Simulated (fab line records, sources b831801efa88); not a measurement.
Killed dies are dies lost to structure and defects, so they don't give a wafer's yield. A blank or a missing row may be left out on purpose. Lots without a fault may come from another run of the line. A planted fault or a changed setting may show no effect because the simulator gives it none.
Which tool did it? | flow gf180mcu | 14 lots, 42 wafers sampled, at 5 steps of a route of 602

WHAT THE GAUGES READ, wafer by wafer
GF_VT_IMPLANT_TW_MEAS_10. Usual: VT_IMPLANT_TW 566, standard deviation 3.2.
lot  | measured     | on            | VT_IMPLANT_TW | flag
L263 | day 5 15:54  | film_metro-03 | 573 574 571   |
L264 | day 5 21:13  | film_metro-04 | 565 562 561   |
L265 | day 6 04:00  | film_metro-04 | 566 565 565   |
L266 | day 6 09:24  | film_metro-04 | 567 568 566   |
L267 | day 6 15:51  | film_metro-02 | 561 560 561   |
L270 | day 7 10:43  | film_metro-04 | 566 565 568   |
L273 | day 8 11:45  | film_metro-04 | 565 564 567   |
L274 | day 8 13:06  | film_metro-03 | 567 565 565   |
L276 | day 9 00:30  | film_metro-03 | 571 568 567   |
L279 | day 9 18:42  | film_metro-03 | 570 571 571   |
L282 | day 10 11:52 | film_metro-04 | 568 566 566   |
L284 | day 11 02:11 | film_metro-03 | 554 555 556   | OFF
L285 | day 11 06:10 | film_metro-04 | 550 554 553   | OFF
L286 | day 11 18:03 | film_metro-03 | 552 553 551   | OFF

GF_HV_LDD_THK_MEAS_55. Usual: HV_LDD_CVD_54_THK 10.00 nm, standard deviation 0.13.
lot  | measured     | on            | HV_LDD_CVD_54_THK (nm) | flag
L263 | day 12 04:54 | film_metro-01 | 10.09 10.09 10.11      |
L264 | day 12 14:50 | film_metro-01 | 9.94 9.95 10.00        |
L265 | day 13 00:11 | film_metro-04 | 10.07 10.00 10.07      |
L266 | day 13 07:59 | film_metro-01 | 9.77 9.78 9.86         |
L267 | day 13 15:47 | film_metro-04 | 9.98 9.85 9.80         |
L270 | day 14 18:27 | film_metro-01 | 10.10 9.95 9.94        |
L273 | day 16 05:19 | film_metro-01 | 9.73 9.73 9.75         |
L274 | day 16 04:35 | film_metro-02 | 10.12 10.10 10.10      |
L276 | day 16 17:49 | film_metro-02 | 9.99 9.85 10.01        |
L279 | day 18 00:17 | film_metro-02 | 10.11 10.17 10.16      |
L282 | day 18 21:26 | film_metro-01 | 10.20 10.14 10.22      |
L284 | day 19 15:18 | film_metro-04 | 9.88 9.89 10.05        |
L285 | day 20 00:23 | film_metro-04 | 9.93 9.85 9.93         |
L286 | day 20 10:23 | film_metro-01 | 9.98 10.09 9.74        |

GF_CONTACT_BOW_MEAS_05. Usual: CONTACT_BOW 66 um, standard deviation 6.6.
lot  | measured     | on            | CONTACT_BOW (um) | flag
L263 | day 14 22:08 | film_metro-01 | 65 70 51         |
L264 | day 15 08:35 | film_metro-02 | 80 70 71         |
L265 | day 15 18:44 | film_metro-04 | 72 70 68         |
L266 | day 16 02:34 | film_metro-04 | 64 66 56         |
L267 | day 16 12:33 | film_metro-04 | 65 68 66         |
L270 | day 17 16:17 | film_metro-04 | 70 71 65         |
L273 | day 19 07:21 | film_metro-01 | 70 75 57         |
L274 | day 19 05:53 | film_metro-01 | 60 69 62         |
L276 | day 19 21:49 | film_metro-04 | 77 66 58         |
L279 | day 21 03:24 | film_metro-01 | 76 62 70         |
L282 | day 22 01:41 | film_metro-01 | 53 66 62         |
L284 | day 22 19:35 | film_metro-04 | 67 62 72         |
L285 | day 23 03:06 | film_metro-02 | 62 65 62         |
L286 | day 23 12:37 | film_metro-04 | 65 70 58         |

GF_CONTACT_CD_MEAS_14: target cd 220 nm. Usual: cd_nm 220.1 nm, standard deviation 1.4.
lot  | measured     | on        | cd_nm (nm)        | flag
L263 | day 15 19:48 | cd_sem-01 | 222.1 222.6 221.7 |
L264 | day 16 06:26 | cd_sem-02 | 217.2 218.0 218.4 |
L265 | day 16 16:52 | cd_sem-02 | 222.2 221.5 221.7 |
L266 | day 17 01:00 | cd_sem-01 | 221.0 221.4 221.0 |
L267 | day 17 11:21 | cd_sem-01 | 220.3 220.3 219.5 |
L270 | day 18 15:56 | cd_sem-01 | 221.2 220.0 218.9 |
L273 | day 20 08:07 | cd_sem-01 | 221.0 221.2 220.6 |
L274 | day 20 06:22 | cd_sem-01 | 219.5 220.3 220.0 |
L276 | day 20 22:16 | cd_sem-02 | 221.1 221.4 221.6 |
L279 | day 22 03:06 | cd_sem-01 | 218.8 219.8 220.3 |
L282 | day 23 00:55 | cd_sem-01 | 220.1 219.6 219.3 |
L284 | day 23 18:31 | cd_sem-01 | 217.6 218.3 219.6 |
L285 | day 24 01:50 | cd_sem-01 | 219.1 219.5 221.2 |
L286 | day 24 11:04 | cd_sem-01 | 222.0 221.6 224.0 |

WHICH TOOL RAN EACH LOT (tool, then ch and the chambers of the sampled wafers, then the start)
lot  | GF_VT_IMPLANT_IMPLANT_08
L263 | implanter-01 ch 0, day 5 15:39
L264 | implanter-04 ch 0, day 5 20:59
L265 | implanter-04 ch 0, day 6 03:45
L266 | implanter-04 ch 0, day 6 09:09
L267 | implanter-02 ch 0, day 6 15:36
L270 | implanter-01 ch 0, day 7 10:29
L273 | implanter-04 ch 0, day 8 11:30
L274 | implanter-01 ch 0, day 8 12:51
L276 | implanter-04 ch 0, day 9 00:15
L279 | implanter-04 ch 0, day 9 18:27
L282 | implanter-04 ch 0, day 10 11:38
L284 | implanter-04 ch 0, day 11 01:58
L285 | implanter-04 ch 0, day 11 05:55
L286 | implanter-04 ch 0, day 11 17:48
- GF_VT_IMPLANT_IMPLANT_08

WHAT THE TOOLS THEMSELVES READ (means of the sampled wafers that have a number; where no wafer has one, the mark that the record gives instead)
GF_VT_IMPLANT_IMPLANT_08. Usual: dose_ions_cm2 8.291e+12, standard deviation 7.7e+09; faraday_current_uA 46.8, standard deviation 0.96.
lot  | tool         | dose_ions_cm2 | faraday_current_uA | flag
L263 | implanter-01 | 8.304e+12     | 46.4               |
L264 | implanter-04 | 8.290e+12     | 46.5               |
L265 | implanter-04 | 8.294e+12     | 47.0               |
L266 | implanter-04 | 8.285e+12     | 47.2               |
L267 | implanter-02 | 8.295e+12     | 47.4               |
L270 | implanter-01 | 8.292e+12     | 47.5               |
L273 | implanter-04 | 8.286e+12     | 46.4               |
L274 | implanter-01 | 8.292e+12     | 46.3               |
L276 | implanter-04 | 8.294e+12     | 47.1               |
L279 | implanter-04 | 8.284e+12     | 47.2               |
L282 | implanter-04 | 8.289e+12     | 47.0               |
L284 | implanter-04 | 7.595e+12     | 42.2               | OFF
L285 | implanter-04 | 7.606e+12     | 43.2               | OFF
L286 | implanter-04 | 7.602e+12     | 43.2               | OFF

THE ANSWER, worked out from the rows above alone
Rule: a lot is off if the mean of its wafers that have a number lies more than 3 standard deviations from the usual mean. A lot without any number at a reading at which 4 lots or more have one is off too. The other lots that the step has rows for count as sound. The gauges are gone through in route order, then the tools' own readings, and for those a lot's mean is taken as printed above. The first step at which some lot is off is used, and at that step the reading that is off furthest; a lot without a number counts as furthest.
Off: L284, L285, L286, at GF_VT_IMPLANT_TW_MEAS_10 (VT_IMPLANT_TW).
A tool fits if, at a process step before that reading, it ran every lot that is off, and no sound lot after the first of them. The gauges at GF_VT_IMPLANT_TW_MEAS_10 aren't tried: what is off there is off at GF_VT_IMPLANT_IMPLANT_08 too, on other tools, and a gauge's error can't cause that. One fits: implanter-04 at GF_VT_IMPLANT_IMPLANT_08. Its last sound lot is L282 (day 10 11:38), its first lot that is off L284 (day 11 01:58): a fault that began between those two fits.
The tool's own readings at GF_VT_IMPLANT_IMPLANT_08 bear it out: on the lots that are off they differ by more than 5 times the standard deviation of the sound lots' means. dose_ions_cm2 reads 7.601e+12 there against 8.291e+12 on the sound lots; faraday_current_uA reads 42.9 there against 46.9 on the sound lots.

WHAT THE SIMULATOR HAD PUT IN
Process parameter drift: implanter-04, from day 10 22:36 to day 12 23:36, at GF_VT_IMPLANT_IMPLANT_08. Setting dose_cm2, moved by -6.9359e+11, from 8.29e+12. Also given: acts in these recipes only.
Lots struck among those shown: L284, L285, L286. The rule above found the same.
